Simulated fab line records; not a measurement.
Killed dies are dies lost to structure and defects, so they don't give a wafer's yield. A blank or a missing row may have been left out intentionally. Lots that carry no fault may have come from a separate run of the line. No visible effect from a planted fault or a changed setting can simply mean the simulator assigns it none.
A struck lot beside a sound one    flow gf180mcu    19 steps out of a route of 602
Sound: these wafers, L726.3, L726.5, L726.6. Wafers L715.1, L715.3, L715.4 were the ones struck. The cause comes at the end.
Per side, at each step with rows, come the tool, then ch with its chambers, and then its first start. Under that, the readings that differ: sound wafers    struck wafers    difference of the means    sigmas: that difference in standard deviations of wafers without a fault.
alike: readings whose means differ by less than 2 such deviations, and words and numbers that are the same on both sides. not compared: withheld readings, readings that some wafer has no value for, bounds like >300 that may hide the same value, and numbers for which the record gives no deviation and whose values overlap.
The two part at a step that has a row with sigmas, a row that says differs or no value, or rows on one side only. Non-overlapping numbers with no deviation appear without sigmas and do not part them. A reading missing from all wafers of one side parts the sides only when that side holds two or more wafers.

first, 1 step without rows for these wafers: GF_STI_CVD_23 (deposits SiO2, target thk 650 nm, time 108.3 s).
GF_STI_THK_MEAS_24:
  sound on film-metro-02 at day 4 23:04; struck on film-metro-04 at day 2 13:47
  alike: STI_CVD_23_THK
GF_STI_CMP_25: polishes, stops on Si3N4, t overpolish 33 s, target thk 524.6 nm.
  sound on cmp-01 ch 0,1, day 4 23:07; struck on cmp-01 ch 1,2,3, day 2 13:53
  alike: motor-current-A, overpolish-run-s, time-to-endpoint-s
then, 4 steps without rows for these wafers: GF_STI_WET_ETCH_26 (etches SiO2 in dHF, target depth 94 nm, time 188 s); GF_STI_WET_ETCH_27 (etches Si3N4 in H3PO4, target depth 160 nm, time 1825 s); GF_STI_WET_ETCH_28 (etches SiO2 in dHF, target depth 20 nm, time 40 s); GF_STI_OXIDATION_29 (stabilise 600 s, purge 300 s, target thk 10 nm).
GF_STI_THK_MEAS_30:
  sound on film-metro-04 at day 5 02:58; struck on film-metro-03 at day 2 16:14
  alike: STI_OXIDATION_02_THK
then, 4 steps without rows for these wafers: GF_DNWELL_DEHYDRATE_00 (time 60 s); GF_DNWELL_HMDS_01 (prime time 60 s); GF_DNWELL_COAT_02 (resist thk 3000 nm); GF_DNWELL_SOFTBAKE_03.
GF_DNWELL_EXPOSE_04: exposes mask DNWELL, target cd 1700 nm.
  sound on iline-stepper-02 ch 0, day 5 09:45; struck on iline-stepper-02, day 2 22:20
  no value came back on the struck wafers for exposure-dose-mJ-cm2, focus-offset-nm (nm); on the sound wafers exposure-dose-mJ-cm2 reads 259.83 259.92 259.98
  alike: mask
then, 3 steps without rows for these wafers: GF_DNWELL_PEB_05; GF_DNWELL_DEVELOP_06 (develop time 60 s); GF_DNWELL_IMPLANT_07.
GF_DNWELL_STRIP_08: strips in O2/N2.
  sound on plasma-asher-02 ch 0,1, day 5 17:10; struck on plasma-asher-02 ch 0,1, day 3 04:14
  alike: drypump-motor-current-A, heater-power-w, oes-product-au, strip-time-to-endpoint-s
  not compared: rf-hours-counter-h
GF_DNWELL_TW_MEAS_09:
  sound on film-metro-02 at day 5 17:15; struck on film-metro-01 at day 3 04:20
reading    sound           struck    difference  sigmas
DNWELL_TW  1346 1342 1344  31 31 30  -1313       -99 or more
then, 1 step without rows for these wafers: GF_NWELL_DEHYDRATE_00 (time 60 s).

== WHERE THEY PART ==
Earliest at GF_DNWELL_EXPOSE_04; latest, in this record, at GF_DNWELL_TW_MEAS_09.

WHY: the cause the simulator had injected
Whole step skipped at GF_DNWELL_EXPOSE_04 on iline-stepper-02, starting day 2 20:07. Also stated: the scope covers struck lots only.
